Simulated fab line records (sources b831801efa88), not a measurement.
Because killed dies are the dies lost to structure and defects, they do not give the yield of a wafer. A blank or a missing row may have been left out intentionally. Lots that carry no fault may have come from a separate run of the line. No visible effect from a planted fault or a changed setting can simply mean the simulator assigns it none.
Shared-tool check + flow gf180mcu + 44 wafers sampled across 15 lots

## REASON IT WAS OPENED
At GF_NWELL_OVL_MEAS_07 the reading NWELL_OVL is flagged on 3 of 15 lots. Wafers without a fault read -0.6 nm, standard deviation 1.4.
Rule: a lot gets a flag if all its wafers with a number sit over 4 standard deviations from that mean, or if no wafer of it has a number. The rest of the lots are taken to be sound.

| lot  | measured    | on         | NWELL_OVL (nm), wafer by wafer | flag    |
|------|-------------|------------|--------------------------------|---------|
| L883 | day 3 07:54 | overlay-01 | -1.1 -1.3                      |         |
| L886 | day 3 22:31 | overlay-01 | 1.9 -0.8 1.2                   |         |
| L887 | day 4 06:05 | overlay-01 | -0.4 0.0 -0.7                  |         |
| L888 | day 4 10:33 | overlay-02 | -0.5 -2.4 -1.1                 |         |
| L889 | day 4 15:35 | overlay-02 | 0.4 -0.7 -0.4                  |         |
| L890 | day 5 02:10 | overlay-01 | 0.6 0.3 1.5                    |         |
| L892 | day 5 11:51 | overlay-01 | -2.3 -2.5 -1.3                 |         |
| L893 | day 5 18:04 | overlay-02 | 0.0 0.6 -1.7                   |         |
| L895 | day 6 05:10 | overlay-01 | 1.4 1.3 1.4                    |         |
| L896 | day 6 10:21 | overlay-01 | -3.3 -6.8 -2.4                 |         |
| L898 | day 6 19:26 | overlay-01 | -0.5 0.0 -0.9                  |         |
| L900 | day 7 04:40 | overlay-02 | -1.2 -0.6 -1.0                 |         |
| L902 | day 7 15:09 | overlay-02 | -97.6 -97.0 -99.2              | FLAGGED |
| L904 | day 8 04:44 | overlay-01 | -98.0 -96.9 -97.5              | FLAGGED |
| L905 | day 8 10:03 | overlay-01 | -98.7 -97.5 -97.3              | FLAGGED |
On average the flagged lots' numbers are -97.7 nm, which is -97.1 nm against the usual, or -69 standard deviations.

## WHICH TOOL RAN EACH LOT
The record holds 1 process step before the reading, out of a route of 602 steps. Every cell lists first the tool, next ch and the chambers used by the sampled wafers, and last the start.
| lot  | flag    | GF_NWELL_EXPOSE_04                |
|------|---------|-----------------------------------|
| L883 |         | ilineStepper-02 ch 0, day 3 01:44 |
| L886 |         | ilineStepper-01 ch 0, day 3 16:54 |
| L887 |         | ilineStepper-01 ch 0, day 3 23:51 |
| L888 |         | ilineStepper-02 ch 0, day 4 04:14 |
| L889 |         | ilineStepper-01 ch 0, day 4 09:20 |
| L890 |         | ilineStepper-02 ch 0, day 4 19:40 |
| L892 |         | ilineStepper-02 ch 0, day 5 04:50 |
| L893 |         | ilineStepper-01 ch 0, day 5 11:22 |
| L895 |         | ilineStepper-02 ch 0, day 5 21:47 |
| L896 |         | ilineStepper-02 ch 0, day 6 03:16 |
| L898 |         | ilineStepper-02 ch 0, day 6 12:14 |
| L900 |         | ilineStepper-02 ch 0, day 6 21:07 |
| L902 | FLAGGED | ilineStepper-02 ch 0, day 7 07:38 |
| L904 | FLAGGED | ilineStepper-02 ch 0, day 7 21:22 |
| L905 | FLAGGED | ilineStepper-02 ch 0, day 8 02:04 |
What the steps here do:
- GF_NWELL_EXPOSE_04: exposes mask Nwell, target cd 860 nm.
- GF_NWELL_OVL_MEAS_07

## FLAGGED AGAINST TOTAL, ONE TOOL AT A TIME (gauges that did the reading follow at the end)
| step                 | tool            | lots run | flagged | share of the flagged lots | sound lots run after its first flagged lot |
|----------------------|-----------------|----------|---------|---------------------------|--------------------------------------------|
| GF_NWELL_EXPOSE_04   | ilineStepper-01 | 4        | 0       | none                      | -                                          |
| GF_NWELL_EXPOSE_04   | ilineStepper-02 | 11       | 3       | all                       | 0                                          |
| GF_NWELL_OVL_MEAS_07 | overlay-01      | 10       | 2       | some                      | 0                                          |
| GF_NWELL_OVL_MEAS_07 | overlay-02      | 5        | 1       | some                      | 0                                          |

## WHAT THE TABLE ALLOWS
All flagged lots share 1 row of the table, namely ilineStepper-02 at GF_NWELL_EXPOSE_04.
- ilineStepper-02 at GF_NWELL_EXPOSE_04 ran 11 lots, 3 of them flagged. A fault beginning between L900 (day 6 21:07), its last sound lot, and L902 (day 7 07:38), its first flagged one, fits the data.
What remains is a single tool, ilineStepper-02 at GF_NWELL_EXPOSE_04.

## WHAT HAD BEEN PUT IN BY THE SIMULATOR
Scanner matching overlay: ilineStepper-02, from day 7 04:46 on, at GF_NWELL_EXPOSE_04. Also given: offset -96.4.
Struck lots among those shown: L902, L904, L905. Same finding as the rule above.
